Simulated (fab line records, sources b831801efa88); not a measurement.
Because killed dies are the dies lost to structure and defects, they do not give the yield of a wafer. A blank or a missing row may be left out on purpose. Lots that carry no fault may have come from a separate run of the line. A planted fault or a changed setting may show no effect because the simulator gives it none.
Matching of chambers ; flow sky130 ; cmp-02 running SKY_VIA3_CMP_02: 4 sister chambers
The step polishes SiO2. 4 wafers are shown with their chamber, then 7 later ones without.

== WAFERS, EACH WITH ITS CHAMBER ==
wafer;chamber;motor current A (A)
L766.6;2;13.3
L767.2;0;12.2
L768.2;1;11.7
L768.3;3;12.5

== WAFERS MISSING THEIR CHAMBER ==
wafer;motor current A (A)
L768.5;12.2
L772.1;12.5
L772.4;11.8
L772.6;14.0
L777.3;13.2
L777.4;12.6
L777.6;11.8

== EACH ONE'S CHAMBER ==
wafer;from the rows above;in truth
L768.5;can't be placed: 0 or 3 or 1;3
L772.1;can't be placed: 3 or 0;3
L772.4;can't be placed: 1 or 0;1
L772.6;2;2
L777.3;2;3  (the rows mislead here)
L777.4;can't be placed: 3 or 0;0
L777.6;can't be placed: 1 or 0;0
Correctly placed: 1 of 7. From these rows, 5 cannot be placed; in 5 the true chamber is one of the candidates. 1 placed wrongly.
How it was worked out, from the rows above alone: a wafer's distance from a chamber is the root of the sum, over the readings, of the square of ((its reading less the chamber's mean) divided by the reading's scatter). If the next closest chamber is less than 2 further off than the closest, the wafer can't be placed; otherwise it belongs to the closest. A chamber's mean is the mean of its shown wafers. The scatter (one wafer shown for each chamber): square how far every hidden wafer sits from the nearest shown wafer, average those squares and take the square root.
